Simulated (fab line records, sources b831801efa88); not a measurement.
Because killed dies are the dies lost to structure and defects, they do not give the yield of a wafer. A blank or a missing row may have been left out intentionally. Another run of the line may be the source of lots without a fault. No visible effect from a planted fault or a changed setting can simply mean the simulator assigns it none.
fab line records	flow gf180mcu	part 1 of 2: steps 1 to 30 of 43
record: lots: 5	wafers: 15	lastDay: 33
route steps=602 shown DUAL_GATE@156 POLY_GATE@157 HV_LDD@176
lots with no fault: from the same line, run without faults
startH: hours from the record's first day to the start of the lot's first wafer shown	waitH: time in hours since the lot's previous step	" as in the row above	L1.1+2: one row covering several wafers at once	- value missing, or start not given	* or withheld: withheld	< > ~ a bound
route shown NAME@n: NAME is a module with steps in the file, n the number in the route of the first one	usual: mean/standard deviation of fault-free wafers	same: alike in all rows	chamber/n: place in a boat	sites: readings site by site	_std_site: standard deviation across them	_edge_site: the outer-site mean with the inner-site mean subtracted	radiusMm: how far each site lies from the wafer's centre	mask NAME#n: copy n	behind: tool/chamber where the wafer was last shaped	hold: what put the lot on hold/how long, in hours/how the hold closed	device: whichever transistor did not switch (one of n, p or np)	end of line: the route-end tests of the same wafers	for a step that has no rows: nothing shown but its recipe	killed: count of dies lost to structure and defects at first sort (not the wafer's yield)	map: a wafer's dies, marking killed ones x, the rest . and places with no die _
set.NAME: the setting that was run; set.NAME@STEP: the one run at that earlier step	model.NAME: the simulator's own value behind a step, which no gauge read
lots at some steps of the route; a table a step, a row a wafer
services: from which hour (startH, from the record's first day; less than 0 if before it) a tool's chamber was out of use, for how many hours, and why
== steps ==
step: GF_DUAL_GATE_OXIDATION_15
recipe: tempC: 850	ambient: O2	stabiliseS: 600	purgeS: 300	targetThkA: 70.98	oxTimeS: 1995
usual: oxTempC: 850.0/0.39	spikeTcCentreC: 850.3/1.5	tube_center_temp_C_max: 852.2/0.37
lot.wafer	tool	chamber	startH	waitH	oxTempC	spikeTcCentreC	tube_center_temp_C_max
L083.2	furnace-02	0	236.02	0.0	850.0	851.1	851.8
L083.5	"	0	"	"	850.2	850.0	851.7
L083.6	"	0	"	"	850.3	852.0	852.7
L084.2	furnace-02	0	246.51	0.6	849.6	851.3	851.7
L084.4	"	0	"	"	850.1	850.0	851.9
L084.6	"	0	"	"	849.4	849.8	852.6
L088.1	furnace-01	0	274.68	2.6	850.2	849.3	852.0
L088.4	"	0	"	"	849.8	849.1	851.7
L088.6	"	0	"	"	850.5	848.2	852.0
L091.1	furnace-02	0	294.50	0.0	850.5	851.8	852.1
L091.3	"	0	"	"	850.0	851.9	851.9
L091.6	"	0	"	"	850.3	850.8	851.8
L094.3	furnace-01	0	312.57	0.0	850.1	847.4	852.1
L094.4	"	0	"	"	849.9	849.1	852.3
L094.5	"	0	"	"	850.6	851.1	853.4
step: GF_POLY_GATE_CVD_00
recipe: material: poly-Si	targetThkNm: 200	tempC: 620	timeS: 1200	pressureMtorr: 200
usual: spikeTcCentreC: 620.9/1.1
lot.wafer	tool	chamber	startH	waitH	spikeTcCentreC
L083.2	lpcvd-02	0	237.57	0.0	622.4
L083.5	"	0	"	"	621.5
L083.6	"	0	"	"	622.5
L084.2	lpcvd-02	0	248.07	0.0	622.1
L084.4	"	0	"	"	621.7
L084.6	"	0	"	"	620.2
L088.1	lpcvd-01	1	276.24	0.0	621.3
L088.4	"	1	"	"	620.6
L088.6	"	1	"	"	619.6
L091.1	lpcvd-02	0	296.06	0.0	621.0
L091.3	"	0	"	"	618.9
L091.6	"	0	"	"	622.3
L094.3	lpcvd-01	0	314.16	0.0	618.7
L094.4	"	0	"	"	620.6
L094.5	"	0	"	"	619.3
step: GF_POLY_GATE_THK_MEAS_01
recipe: reads: poly-Si_of_POLY_GATE_CVD_00
usual: POLY_GATE_CVD_00_THK: 199.2/1.8
lot.wafer	tool	chamber	startH	waitH	POLY_GATE_CVD_00_THK[nm]
L083.2	filmMetro-02	-	239.58	0.0	200.1
L083.5	"	-	"	"	198.9
L083.6	"	-	"	"	198.0
L084.2	filmMetro-04	-	249.41	0.0	198.1
L084.4	"	-	"	"	197.6
L084.6	"	-	"	"	199.2
L088.1	filmMetro-03	-	277.57	0.0	202.4
L088.4	"	-	"	"	202.2
L088.6	"	-	"	"	202.5
L091.1	filmMetro-03	-	298.06	0.0	199.0
L091.3	"	-	"	"	200.1
L091.6	"	-	"	"	197.5
L094.3	filmMetro-02	-	315.51	0.0	202.7
L094.4	"	-	"	"	200.9
L094.5	"	-	"	"	202.5
step: GF_POLY_GATE_DEHYDRATE_02
recipe: tempC: 200	timeS: 60
lot.wafer	tool	chamber	startH	waitH
L083.2+5+6	lithoTrack-03	0	248.36	8.8
L084.2+4+6	lithoTrack-01	0	258.03	8.6
L088.1+4+6	lithoTrack-03	0	286.74	9.2
L091.1+3+6	lithoTrack-04	0	307.48	9.4
L094.3+4+5	lithoTrack-03	0	325.54	10.0
step: GF_POLY_GATE_HMDS_03
recipe: primeTimeS: 60	primeTempC: 120
lot.wafer	tool	chamber	startH	waitH
L083.2+5+6	lithoTrack-03	0	248.51	0.1
L084.2+4+6	lithoTrack-01	0	258.18	0.1
L088.1+4+6	lithoTrack-03	0	286.89	0.1
L091.1+3+6	lithoTrack-04	0	307.63	0.1
L094.3+4+5	lithoTrack-03	0	325.69	0.1
step: GF_POLY_GATE_COAT_04
recipe: resist: BARC	tempC: withheld	timeS: withheld	spinRpm: withheld	resistThkNm: withheld
lot.wafer	tool	chamber	startH	waitH
L083.2+5+6	lithoTrack-03	0	248.66	0.1
L084.2+4+6	lithoTrack-01	0	258.33	0.1
L088.1+4+6	lithoTrack-03	0	287.04	0.1
L091.1+3+6	lithoTrack-04	0	307.78	0.1
L094.3+4+5	lithoTrack-03	0	325.84	0.1
step: GF_POLY_GATE_COAT_05
recipe: resist: KrF	spinRpm: withheld	resistThkNm: 700
lot.wafer	tool	chamber	startH	waitH
L083.2+5+6	lithoTrack-03	0	-	-
L084.2+4+6	lithoTrack-01	0	-	-
L088.1+4+6	lithoTrack-03	0	-	-
L091.1+3+6	lithoTrack-04	0	-	-
L094.3+4+5	lithoTrack-03	0	-	-
step: GF_POLY_GATE_SOFTBAKE_06
recipe: tempC: 129.1	timeS: 60	resist: KrF
lot.wafer	tool	chamber	startH	waitH
L083.2+5+6	lithoTrack-03	0	-	-
L084.2+4+6	lithoTrack-01	0	-	-
L088.1+4+6	lithoTrack-03	0	-	-
L091.1+3+6	lithoTrack-04	0	-	-
L094.3+4+5	lithoTrack-03	0	-	-
step: GF_POLY_GATE_EXPOSE_07
recipe: maskId: Poly2	targetCdNm: 280	na: 0.68	sourceShape: conventional	sigmaOuter: 0.6	doseMj: 28
same: na: 0.68
lot.wafer	tool	chamber	startH	waitH	mask
L083.2+5+6	krfScanner-01	0	-	-	Poly2#0
L084.2+4+6	krfScanner-01	0	-	-	Poly2#0
L088.1+4+6	krfScanner-02	0	-	-	Poly2#0
L091.1+3+6	krfScanner-01	0	-	-	Poly2#0
L094.3+4+5	krfScanner-02	0	-	-	Poly2#0
step: GF_POLY_GATE_PEB_08
recipe: pebTempC: 135	pebTimeS: 90	resist: KrF
same: pebTimeS: 90
lot.wafer	tool	chamber	startH	waitH
L083.2+5+6	lithoTrack-03	0	-	-
L084.2+4+6	lithoTrack-01	0	-	-
L088.1+4+6	lithoTrack-04	0	-	-
L091.1+3+6	lithoTrack-01	0	-	-
L094.3+4+5	lithoTrack-01	0	-	-
step: GF_POLY_GATE_DEVELOP_09
recipe: developTimeS: 60	resist: KrF	devTempC: 21
lot.wafer	tool	chamber	startH	waitH
L083.2+5+6	lithoTrack-03	0	257.91	0.2
L084.2+4+6	lithoTrack-01	0	268.73	0.2
L088.1+4+6	lithoTrack-04	0	297.43	0.2
L091.1+3+6	lithoTrack-01	0	317.81	0.2
L094.3+4+5	lithoTrack-01	0	336.75	0.1
step: GF_POLY_GATE_CD_MEAS_10
recipe: targetCdNm: 280
usual: cdNm: 280.6/1.1
lot.wafer	tool	chamber	startH	waitH	cdNm
L083.2	cdSem-02	-	258.06	0.1	282.3
L083.5	"	-	"	"	282.4
L083.6	"	-	"	"	282.8
L084.2	cdSem-02	-	268.98	0.2	281.6
L084.4	"	-	"	"	280.9
L084.6	"	-	"	"	281.1
L088.1	cdSem-01	-	297.58	0.1	280.5
L088.4	"	-	"	"	279.9
L088.6	"	-	"	"	280.1
L091.1	cdSem-01	-	317.96	0.1	278.9
L091.3	"	-	"	"	279.8
L091.6	"	-	"	"	279.3
L094.3	cdSem-01	-	336.89	0.1	279.3
L094.4	"	-	"	"	279.7
L094.5	"	-	"	"	277.7
step: GF_POLY_GATE_OVL_MEAS_11
usual: POLY_GATE_OVL: -1/5
lot.wafer	tool	chamber	startH	waitH	POLY_GATE_OVL[nm]
L083.2	overlay-02	-	258.17	0.1	0
L083.5	"	-	"	"	-3
L083.6	"	-	"	"	-5
L084.2	overlay-01	-	269.08	0.1	0
L084.4	"	-	"	"	-5
L084.6	"	-	"	"	-1
L088.1	overlay-01	-	297.70	0.1	-1
L088.4	"	-	"	"	-4
L088.6	"	-	"	"	-1
L091.1	overlay-01	-	318.08	0.1	4
L091.3	"	-	"	"	5
L091.6	"	-	"	"	5
L094.3	overlay-02	-	336.99	0.1	-4
L094.4	"	-	"	"	0
L094.5	"	-	"	"	-2
step: GF_POLY_GATE_ETCH_12
recipe: chemistry: N2/H2	targetDepthA: withheld	overetchA: withheld	timeS: withheld	target: BARC	ionEnergyEv: 200	sourceW: 500	biasW: 100	pressureMtorr: 30	n2FlowSccm: 100	h2FlowSccm: 200
usual: drypumpMotorCurrentA: 5.9/0.57	oesProductAu: 0.734/0.0046	throttleValvePct: 13.216/0.0091
lot.wafer	tool	chamber	startH	waitH	drypumpMotorCurrentA	oesProductAu	throttleValvePct
L083.2	rieDiel-04	3	258.20	0.0	4.7	0.728	13.210
L083.5	"	1	"	"	5.8	0.732	13.233
L083.6	"	0	"	"	5.5	0.736	13.224
L084.2	rieDiel-04	2	269.11	0.0	5.7	0.736	13.224
L084.4	"	2	"	"	5.6	0.739	13.212
L084.6	"	0	"	"	5.5	0.739	13.214
L088.1	rieDiel-01	0	297.73	0.0	6.3	0.729	13.215
L088.4	"	2	"	"	6.4	0.735	13.210
L088.6	"	2	"	"	6.4	0.743	13.205
L091.1	rieDiel-03	0	318.11	0.0	6.4	0.743	13.220
L091.3	"	1	"	"	6.1	0.740	13.208
L091.6	"	0	"	"	6.4	0.738	13.194
L094.3	rieDiel-01	0	337.01	0.0	6.3	0.734	13.211
L094.4	"	3	"	"	6.8	0.734	13.214
L094.5	"	2	"	"	6.4	0.740	13.225
step: GF_POLY_GATE_ETCH_13
recipe: target: poly-Si	targetDepthNm: 198.5	stopOn: SiO2	overEtchFrac: 0.403	chemistry: HBr/Cl2	icpW: 400	biasW: 100	pressureMtorr: 10	HBr_flow_sccm: 150	Cl2_flow_sccm: 50	timeS: 69.6
usual: HBr_flow_sccm: 150.0/0.42	drypumpMotorCurrentA: 5.8/0.42	mfcCl2Sccm: 50.00/0.16	oesProductAu: 0.989/0.0075	throttleValvePct: 33.684/0.0089
lot.wafer	tool	chamber	startH	waitH	HBr_flow_sccm	drypumpMotorCurrentA	mfcCl2Sccm	oesProductAu	rfHoursCounterH	throttleValvePct
L083.2	rieSi-02	0	258.25	-	150.1	6.0	50.03	0.971	5	33.675
L083.5	"	2	"	"	151.3	5.9	49.79	0.990	-	33.678
L083.6	"	3	"	"	149.8	5.6	49.96	0.983	-	33.686
L084.2	rieSi-01	1	269.17	-	150.2	5.1	50.05	0.995	27	33.696
L084.4	"	2	"	"	150.5	5.4	50.11	0.988	11	33.699
L084.6	"	3	"	"	149.9	6.1	49.78	0.986	-	33.678
L088.1	rieSi-02	1	297.79	-	149.5	5.8	50.03	0.989	58	33.682
L088.4	"	3	"	"	149.2	5.7	49.95	0.996	54	33.681
L088.6	"	1	"	"	149.7	5.8	49.97	0.991	-	33.672
L091.1	rieSi-01	2	318.16	-	150.2	5.4	50.13	0.983	11	33.673
L091.3	"	1	"	"	150.0	5.1	50.07	0.994	27	33.676
L091.6	"	1	"	"	149.9	5.1	50.15	0.991	-	33.679
L094.3	rieSi-02	0	337.06	-	149.6	6.0	50.08	0.994	6	33.675
L094.4	"	1	"	"	149.9	5.8	49.88	0.987	59	33.679
L094.5	"	0	"	"	150.0	6.0	49.94	0.980	-	33.682
step: GF_POLY_GATE_STRIP_14
recipe: chemistry: O2/N2	powerW: 1400	pressureMtorr: 1500	platenTempC: 250	o2FlowSccm: 3000	n2FlowSccm: 300	overashFraction: 0.5
usual: drypumpMotorCurrentA: 5.72/0.3	heaterPowerW: 354/23	oesProductAu: 0.505/0.0047
lot.wafer	tool	chamber	startH	waitH	drypumpMotorCurrentA	heaterPowerW	oesProductAu	rfHoursCounterH
L083.2	plasmaAsher-01	0	258.30	0.0	5.81	384	0.506	59
L083.5	"	1	"	"	5.27	343	0.502	-
L083.6	"	0	"	"	5.81	376	0.516	-
L084.2	plasmaAsher-03	1	269.22	0.0	5.82	322	0.504	51
L084.4	"	0	"	"	5.45	318	0.511	-
L084.6	"	0	"	"	5.49	315	0.507	-
L088.1	plasmaAsher-04	1	297.84	0.0	5.82	387	0.509	63
L088.4	"	0	"	"	6.18	354	0.503	-
L088.6	"	1	"	"	5.82	383	0.508	-
L091.1	plasmaAsher-01	0	318.22	0.0	5.81	363	0.511	64
L091.3	"	1	"	"	5.30	345	0.502	-
L091.6	"	0	"	"	5.82	367	0.503	-
L094.3	plasmaAsher-04	1	337.15	0.1	5.82	384	0.497	-
L094.4	"	0	"	"	6.18	353	0.511	-
L094.5	"	0	"	"	6.18	351	0.500	-
step: GF_POLY_GATE_CLEAN_15
recipe: chemistry: SC1/SC2	mix: 1:4:20	tempC: 70	timeS: 150	dry: n2Spin
lot.wafer	tool	chamber	startH	waitH
L083.2+5+6	wetBench-01	0	258.40	0.1
L084.2+4+6	wetBench-01	0	269.32	0.1
L088.1+4+6	wetBench-01	2	297.94	0.1
L091.1+3+6	wetBench-01	1	318.32	0.1
L094.3+4+5	wetBench-01	0	337.22	0.0
step: GF_POLY_GATE_OXIDATION_16
recipe: tempC: 850	ambient: O2	stabiliseS: 600	purgeS: 300	targetThkA: 40	oxTimeS: 899
usual: oxTempC: 850.0/0.39	spikeTcCentreC: 849.8/1.6	tube_center_temp_C_max: 852.2/0.36
lot.wafer	tool	chamber	startH	waitH	oxTempC	spikeTcCentreC	tube_center_temp_C_max
L083.2	furnace-01	0	258.48	0.0	850.1	846.3	852.2
L083.5	"	0	"	"	850.1	849.5	851.9
L083.6	"	0	"	"	849.8	849.2	851.4
L084.2	furnace-02	0	269.37	0.0	850.4	849.6	852.6
L084.4	"	0	"	"	850.3	850.2	852.3
L084.6	"	0	"	"	850.1	849.5	852.2
L088.1	furnace-02	0	299.07	1.1	850.3	851.6	852.0
L088.4	"	0	"	"	849.6	851.0	851.9
L088.6	"	0	"	"	850.0	851.0	852.1
L091.1	furnace-02	0	319.71	1.3	850.3	850.7	853.0
L091.3	"	0	"	"	850.6	850.5	852.8
L091.6	"	0	"	"	850.3	852.8	852.0
L094.3	furnace-02	0	337.38	0.1	850.1	850.7	852.1
L094.4	"	0	"	"	849.5	850.2	852.0
L094.5	"	0	"	"	849.8	852.1	851.8
step: GF_POLY_GATE_THK_MEAS_17
recipe: reads: SiO2_of_POLY_GATE_OXIDATION_16
usual: POLY_GATE_OXIDATION_THK: 3.99/0.066
lot.wafer	tool	chamber	startH	waitH	POLY_GATE_OXIDATION_THK[nm]
L083.2	filmMetro-03	-	259.74	0.0	4.06
L083.5	"	-	"	"	4.08
L083.6	"	-	"	"	4.09
L084.2	filmMetro-02	-	270.63	0.0	3.89
L084.4	"	-	"	"	3.86
L084.6	"	-	"	"	3.88
L088.1	filmMetro-04	-	300.32	0.0	3.95
L088.4	"	-	"	"	3.90
L088.6	"	-	"	"	3.98
L091.1	filmMetro-04	-	320.96	0.0	4.00
L091.3	"	-	"	"	4.07
L091.6	"	-	"	"	3.98
L094.3	filmMetro-04	-	338.65	0.0	4.03
L094.4	"	-	"	"	3.96
L094.5	"	-	"	"	3.97
step: GF_POLY_GATE_CD_MEAS_18
usual: cdNm: 281.0/1.5
lot.wafer	tool	chamber	startH	waitH	cdNm
L083.2	cdSem-02	-	259.82	0.1	281.2
L083.5	"	-	"	"	283.4
L083.6	"	-	"	"	282.8
L084.2	cdSem-02	-	270.74	0.1	282.5
L084.4	"	-	"	"	282.0
L084.6	"	-	"	"	284.5
L088.1	cdSem-01	-	300.38	0.1	280.2
L088.4	"	-	"	"	280.8
L088.6	"	-	"	"	279.4
L091.1	cdSem-01	-	321.02	0.1	280.8
L091.3	"	-	"	"	282.4
L091.6	"	-	"	"	282.3
L094.3	cdSem-02	-	338.74	0.1	278.7
L094.4	"	-	"	"	279.5
L094.5	"	-	"	"	275.7
step: GF_HV_LDD_DEHYDRATE_00
recipe: tempC: 200	timeS: 60
lot.wafer	tool	chamber	startH	waitH
L083.2+5+6	lithoTrack-04	0	269.40	9.6
L084.2+4+6	lithoTrack-04	0	280.05	9.3
L088.1+4+6	lithoTrack-02	0	310.20	9.8
L091.1+3+6	lithoTrack-02	0	331.09	10.0
L094.3+4+5	lithoTrack-04	0	348.68	9.9
step: GF_HV_LDD_HMDS_01
recipe: primeTimeS: 60	primeTempC: 120
lot.wafer	tool	chamber	startH	waitH
L083.2+5+6	lithoTrack-04	0	269.55	0.1
L084.2+4+6	lithoTrack-04	0	280.20	0.1
L088.1+4+6	lithoTrack-02	0	310.35	0.1
L091.1+3+6	lithoTrack-02	0	331.24	0.1
L094.3+4+5	lithoTrack-04	0	348.83	0.1
step: GF_HV_LDD_COAT_02
recipe: resist: NOVOLAK	spinRpm: 3000	resistThkNm: 1000
lot.wafer	tool	chamber	startH	waitH
L083.2+5+6	lithoTrack-04	0	269.70	0.1
L084.2+4+6	lithoTrack-04	0	280.35	0.1
L088.1+4+6	lithoTrack-02	0	310.50	0.1
L091.1+3+6	lithoTrack-02	0	331.39	0.1
L094.3+4+5	lithoTrack-04	0	348.98	0.1
step: GF_HV_LDD_SOFTBAKE_03
recipe: tempC: 90	timeS: 60	resist: NOVOLAK
lot.wafer	tool	chamber	startH	waitH
L083.2+5+6	lithoTrack-04	0	269.85	0.1
L084.2+4+6	lithoTrack-04	0	280.50	0.1
L088.1+4+6	lithoTrack-02	0	310.65	0.1
L091.1+3+6	lithoTrack-02	0	331.54	0.1
L094.3+4+5	lithoTrack-04	0	349.13	0.1
step: GF_HV_LDD_EXPOSE_04
recipe: maskId: Nplus_LV_AREA	targetCdNm: 400	na: 0.6	sourceShape: conventional	sigmaOuter: 0.6	doseMj: 140
same: na: 0.6
lot.wafer	tool	chamber	startH	waitH	mask
L083.2+5+6	ilineStepper-01	0	-	-	Nplus_LV_AREA#0
L084.2+4+6	ilineStepper-02	0	-	-	Nplus_LV_AREA#0
L088.1+4+6	ilineStepper-02	0	-	-	Nplus_LV_AREA#0
L091.1+3+6	ilineStepper-02	0	-	-	Nplus_LV_AREA#0
L094.3+4+5	ilineStepper-01	0	-	-	Nplus_LV_AREA#0
step: GF_HV_LDD_PEB_05
recipe: tempC: withheld	timeS: *	resist: NOVOLAK
lot.wafer	tool	chamber	startH	waitH
L083.2+5+6	lithoTrack-03	0	-	-
L084.2+4+6	lithoTrack-03	0	-	-
L088.1+4+6	lithoTrack-03	0	-	-
L091.1+3+6	lithoTrack-03	0	-	-
L094.3+4+5	lithoTrack-02	0	-	-
step: GF_HV_LDD_DEVELOP_06
recipe: developTimeS: 60	devTempC: 23
lot.wafer	tool	chamber	startH	waitH
L083.2+5+6	lithoTrack-03	0	279.31	0.1
L084.2+4+6	lithoTrack-03	0	290.66	0.1
L088.1+4+6	lithoTrack-03	0	320.74	0.1
L091.1+3+6	lithoTrack-03	0	342.19	0.1
L094.3+4+5	lithoTrack-02	0	359.54	0.1
step: GF_HV_LDD_CD_MEAS_07
recipe: targetCdNm: 400
usual: cdNm: 401.4/2.6
lot.wafer	tool	chamber	startH	waitH	cdNm
L083.2	cdSem-02	-	279.46	0.1	398.5
L083.5	"	-	"	"	398.8
L083.6	"	-	"	"	399.2
L084.2	cdSem-02	-	290.81	0.1	401.4
L084.4	"	-	"	"	398.8
L084.6	"	-	"	"	400.4
L088.1	cdSem-02	-	320.89	0.1	403.6
L088.4	"	-	"	"	404.0
L088.6	"	-	"	"	406.2
L091.1	cdSem-02	-	342.34	0.1	401.2
L091.3	"	-	"	"	402.6
L091.6	"	-	"	"	400.6
L094.3	cdSem-01	-	359.68	0.1	402.9
L094.4	"	-	"	"	404.5
L094.5	"	-	"	"	404.6
step: GF_HV_LDD_OVL_MEAS_08
usual: HV_LDD_OVL: -1.0/1.2
lot.wafer	tool	chamber	startH	waitH	HV_LDD_OVL[nm]
L083.2	overlay-01	-	279.56	0.1	-0.5
L083.5	"	-	"	"	-0.9
L083.6	"	-	"	"	-1.3
L084.2	overlay-01	-	290.91	0.1	-1.6
L084.4	"	-	"	"	-0.8
L084.6	"	-	"	"	-0.6
L088.1	overlay-01	-	321.01	0.1	-2.3
L088.4	"	-	"	"	-2.0
L088.6	"	-	"	"	-1.3
L091.1	overlay-01	-	342.46	0.1	-0.3
L091.3	"	-	"	"	-1.7
L091.6	"	-	"	"	0.8
L094.3	overlay-01	-	359.78	0.1	-1.6
L094.4	"	-	"	"	0.2
L094.5	"	-	"	"	0.8
step: GF_HV_LDD_IMPLANT_09
recipe: species: As	energyKev: 40	doseCm2: 1e+14	tiltDeg: 7
usual: beamOnS: 10.01/0.2
lot.wafer	tool	chamber	startH	waitH	beamOnS
L083.2	implanter-03	0	279.62	0.0	10.41
L083.5	"	0	"	"	9.66
L083.6	"	0	"	"	9.99
L084.2	implanter-01	0	290.97	0.0	9.82
L084.4	"	0	"	"	9.83
L084.6	"	0	"	"	9.99
L088.1	implanter-03	0	321.04	0.0	10.12
L088.4	"	0	"	"	10.06
L088.6	"	0	"	"	10.11
L091.1	implanter-04	0	342.49	0.0	9.74
L091.3	"	0	"	"	9.80
L091.6	"	0	"	"	10.00
L094.3	implanter-03	0	359.85	0.1	10.03
L094.4	"	0	"	"	9.66
L094.5	"	0	"	"	9.80
